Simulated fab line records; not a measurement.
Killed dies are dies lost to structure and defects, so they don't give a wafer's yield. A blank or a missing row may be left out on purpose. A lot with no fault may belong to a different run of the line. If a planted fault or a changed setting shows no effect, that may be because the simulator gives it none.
A lot that was struck, set against a sound lot	flow sky130	28 steps out of a route of 708
Sound: the wafers L924.2, L924.3, L924.6. Struck: wafers L939.3, L939.5, L939.6. The cause is named last.
Order at every step that has rows: each side's tool, ch and its chambers, its first start. Under that, the readings that differ: sound wafers	struck wafers	difference of the means	sigmas: that difference in standard deviations of wafers without a fault.
alike: readings with means less than 2 such deviations apart, plus words and numbers identical on both sides. not compared: withheld readings, readings lacking a value on some wafer, bounds such as >300 that could conceal the same value, and numbers that have no deviation in the record and whose values overlap.
The two part at a step that has a row with sigmas, a row that says differs or no value, or rows on one side only. When numbers do not overlap yet have no deviation, they are printed without sigmas and do not part them. A reading missing from all wafers of one side parts the sides only when that side holds two or more wafers.

first, 1 step without rows for these wafers: SKY_VIA4_ETCH_12 (etches SiO2 in C4F8/O2/Ar, stops on TiN, target depth 580 nm).
SKY_VIA4_STRIP_13: strips in O2/N2.
  sound on plasma_asher-02 ch 0,1, day 44 18:14; struck on plasma_asher-03 ch 0,1, day 48 12:43
  alike: drypump_motor_current_A, oes_product_au, strip_time_to_endpoint_s
  not compared: rf_hours_counter_h
then, 5 steps without rows for these wafers: SKY_VIA4_STRIP_14 (strips in post etch residue remover, time 1200 s); SKY_VIA4_CLEAN_15 (cleans in IPA, time 180 s); SKY_VIA4_CLEAN_16 (cleans in O3/DIW); SKY_VIA4_SPUTTER_17 (material TiN, target thk 20 nm, time 80 s); SKY_VIA4_CVD_18 (deposits W, target thk 505 nm, time 152.14 s).
SKY_VIA4_RS_MEAS_19: measurement is done with a four-point probe.
  sound on film_metro-03, day 44 19:08; struck on film_metro-01, day 48 14:08
  alike: VIA4_W_RS
SKY_VIA4_THK_MEAS_20: measures by xrf.
  sound on film_metro-03, day 44 19:14; struck on film_metro-01, day 48 14:14
reading	sound	struck	difference	sigmas
VIA4_W_THK (nm)	530 537 536	525 510 513	-18	-3
SKY_VIA4_CMP_21: polishes, stops on SiO2, t overpolish 25 s, target thk 0 nm.
  sound on cmp-01 ch 0,1, day 44 19:17; struck on cmp-01 ch 0,1,2, day 48 14:23
  alike: motor_current_A, overpolish_run_s, time_to_endpoint_s
SKY_METAL5_SPUTTER_00: material Ti, target thk 15 nm, time 10 s.
  sound on pvd_sputter-03, day 44 19:35; struck on pvd_sputter-02, day 48 14:35
  alike: chamber_pressure_pa, throttle_valve_pct
then, 1 step without rows for these wafers: SKY_METAL5_SPUTTER_01 (material TiN, target thk 20 nm, time 16.7 s).
SKY_METAL5_SPUTTER_02: material AlCu, target thk 1150 nm, time 61.2 s.
  sound on pvd_sputter-03, day 44 19:38; struck on pvd_sputter-02, day 48 14:38
reading	sound	struck	difference	sigmas
chamber_pressure_pa (Pa)	0.3993 0.4011 0.3995	0.3865 0.3869 0.3870	-0.0132	-17
  alike: throttle_valve_pct
SKY_METAL5_SPUTTER_03: material Ti, target thk 5 nm, time 3.3 s.
  sound on pvd_sputter-03, day 44 19:41; struck on pvd_sputter-02, day 48 14:41
  alike: chamber_pressure_pa, throttle_valve_pct
then, 1 step without rows for these wafers: SKY_METAL5_SPUTTER_04 (material TiN, target thk 70 nm, time 57.49 s).
SKY_METAL5_RS_MEAS_05: measurement is done with a four-point probe.
  sound on film_metro-03, day 44 19:47; struck on film_metro-02, day 48 14:47
reading	sound	struck	difference	sigmas
METAL5_ALCU_RS (ohm/sq)	0.02686 0.0266 0.02714	0.0262 0.02622 0.02644	-0.0006	-2
SKY_METAL5_THK_MEAS_06: measures by xrf.
  sound on film_metro-03, day 44 19:53; struck on film_metro-02, day 48 14:53
  alike: METAL5_ALCU_THK
then, 8 steps without rows for these wafers: SKY_METAL5_DEHYDRATE_07 (time 60 s); SKY_METAL5_HMDS_08 (prime time 60 s); SKY_METAL5_COAT_09 (resist thk 1800 nm); SKY_METAL5_SOFTBAKE_10 (time 60 s); SKY_METAL5_EXPOSE_11 (exposes mask MM5, target cd 1600 nm); SKY_METAL5_PEB_12; SKY_METAL5_DEVELOP_13 (develop time 60 s); SKY_METAL5_DESCUM_14 (chemistry O2, time 11 s).
SKY_METAL5_METAL_ETCH_15: etches the open film in Cl2/BCl3, stops on SiO2, target depth 1260 nm, time 252 s.
  sound on rie_metal-03 ch 0,1, day 45 17:18; struck on rie_metal-01 ch 0,1, day 49 07:29
  alike: drypump_motor_current_A, oes_product_au, rf_fwd_power_W, throttle_valve_pct
  not compared: rf_hours_counter_h, model.METAL5.feature_depth_nm, model.etch.depth_nm
SKY_METAL5_STRIP_16: strips in O2/N2.
  sound on plasma_asher-04 ch 0,1, day 45 17:32; struck on plasma_asher-01 ch 0,1, day 49 07:41
  alike: drypump_motor_current_A, oes_product_au, strip_time_to_endpoint_s
  not compared: rf_hours_counter_h
SKY_PAD_OPEN_PROBE_99:
  sound on prober-01, day 47 14:25; struck on prober-01, day 50 20:35
reading	sound	struck	difference	sigmas
defect_limited_yield (%)	84.6 83.9 87.4	81.1 79.9 78.9	-5.3	-3
killed_at_front_end	11 14 8	23 28 22	+13	+3
killed_dies	76 79 62	93 99 104	+26	+3
killed_open	39 34 36	52 55 58	+19	+2
sort_bin_6_memory (%)	5.7 6.5 4.5	7.7 8.7 7.1	+2.3	+2
sort_n_pass	416 413 430	399 393 388	-26	-3
sort_yield_pct (%)	84.6 83.9 87.4	81.1 79.9 78.9	-5.3	-3
  alike: killed_at_M0_to_M3, killed_at_M4_up, killed_at_contacts, killed_short, sort_bin_3_pad_short, sort_bin_5_function

WHERE THEY PART
At SKY_VIA4_THK_MEAS_20 first; at SKY_PAD_OPEN_PROBE_99 last (within this record only).

WHY: the cause the simulator had injected
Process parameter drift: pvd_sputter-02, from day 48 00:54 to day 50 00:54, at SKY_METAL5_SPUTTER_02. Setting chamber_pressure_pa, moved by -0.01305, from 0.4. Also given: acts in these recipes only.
